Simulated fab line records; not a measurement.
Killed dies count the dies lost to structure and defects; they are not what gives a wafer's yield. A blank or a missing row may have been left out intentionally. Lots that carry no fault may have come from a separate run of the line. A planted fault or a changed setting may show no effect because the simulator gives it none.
Matching of chambers || flow gf180mcu || GF_V2_CVD_02 on pecvd-01: 3 sister chambers
The step deposits SiO2 from TEOS, target thk 850 nm, time 94.851 s. 20 wafers are shown with their chamber, then 10 later ones without.

== EACH WAFER AND ITS CHAMBER ==
{"wafer": "L077.1", "chamber": 0, "heaterPowerW (W)": 731}
{"wafer": "L077.2", "chamber": 2, "heaterPowerW (W)": 469}
{"wafer": "L077.3", "chamber": 1, "heaterPowerW (W)": 897}
{"wafer": "L077.4", "chamber": 2, "heaterPowerW (W)": 546}
{"wafer": "L077.5", "chamber": 0, "heaterPowerW (W)": 789}
{"wafer": "L077.6", "chamber": 1, "heaterPowerW (W)": 953}
{"wafer": "L078.1", "chamber": 2, "heaterPowerW (W)": 608}
{"wafer": "L078.4", "chamber": 1, "heaterPowerW (W)": 916}
{"wafer": "L078.6", "chamber": 0, "heaterPowerW (W)": 807}
{"wafer": "L082.1", "chamber": 1, "heaterPowerW (W)": 940}
{"wafer": "L082.3", "chamber": 0, "heaterPowerW (W)": 759}
{"wafer": "L082.5", "chamber": 0, "heaterPowerW (W)": 802}
{"wafer": "L084.1", "chamber": 1, "heaterPowerW (W)": 982}
{"wafer": "L084.2", "chamber": 2, "heaterPowerW (W)": 507}
{"wafer": "L084.3", "chamber": 0, "heaterPowerW (W)": 660}
{"wafer": "L086.1", "chamber": 1, "heaterPowerW (W)": 818}
{"wafer": "L086.2", "chamber": 2, "heaterPowerW (W)": 574}
{"wafer": "L086.5", "chamber": 2, "heaterPowerW (W)": 600}
{"wafer": "L089.1", "chamber": 1, "heaterPowerW (W)": 833}
{"wafer": "L089.2", "chamber": 0, "heaterPowerW (W)": 765}

SIGNATURES, as means of the wafers listed above
{"reading": "heaterPowerW", "chamber 0": 759.00, "chamber 1": 905.57, "chamber 2": 550.67, "scatter within a chamber": 55.8}
Rule: for a wafer and a chamber, the distance is found by dividing, reading by reading, the gap between the wafer's reading and the chamber's mean by the reading's scatter, squaring, summing and taking the root. The wafer belongs to the nearest chamber; if the next one is less than 2 further off, it can't be placed. The scatter: take each reading less its chamber's mean, square it, sum over the shown wafers, divide by the number of wafers less the number of chambers, and take the root.

== WAFERS WITH NO CHAMBER GIVEN ==
{"wafer": "L089.3", "heaterPowerW (W)": 529}
{"wafer": "L089.4", "heaterPowerW (W)": 567}
{"wafer": "L089.5", "heaterPowerW (W)": 798}
{"wafer": "L089.6", "heaterPowerW (W)": 906}
{"wafer": "L093.1", "heaterPowerW (W)": 834}
{"wafer": "L093.3", "heaterPowerW (W)": 834}
{"wafer": "L093.5", "heaterPowerW (W)": 906}
{"wafer": "L097.2", "heaterPowerW (W)": 772}
{"wafer": "L097.4", "heaterPowerW (W)": 599}
{"wafer": "L097.6", "heaterPowerW (W)": 920}

== EACH ONE'S CHAMBER ==
{"wafer": "L089.3", "from the rows above": 2, "in truth": 2}
{"wafer": "L089.4", "from the rows above": 2, "in truth": 2}
{"wafer": "L089.5", "from the rows above": "can't be placed: 0 or 1", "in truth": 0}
{"wafer": "L089.6", "from the rows above": 1, "in truth": 1}
{"wafer": "L093.1", "from the rows above": "can't be placed: 1 or 0", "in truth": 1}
{"wafer": "L093.3", "from the rows above": "can't be placed: 1 or 0", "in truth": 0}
{"wafer": "L093.5", "from the rows above": 1, "in truth": 1}
{"wafer": "L097.2", "from the rows above": 0, "in truth": 0}
{"wafer": "L097.4", "from the rows above": 2, "in truth": 2}
{"wafer": "L097.6", "from the rows above": 1, "in truth": 1}
Correctly placed: 7 of 10. Unplaceable from these rows: 3, with the true chamber sitting among the candidates in 3. Number placed wrongly: 0.
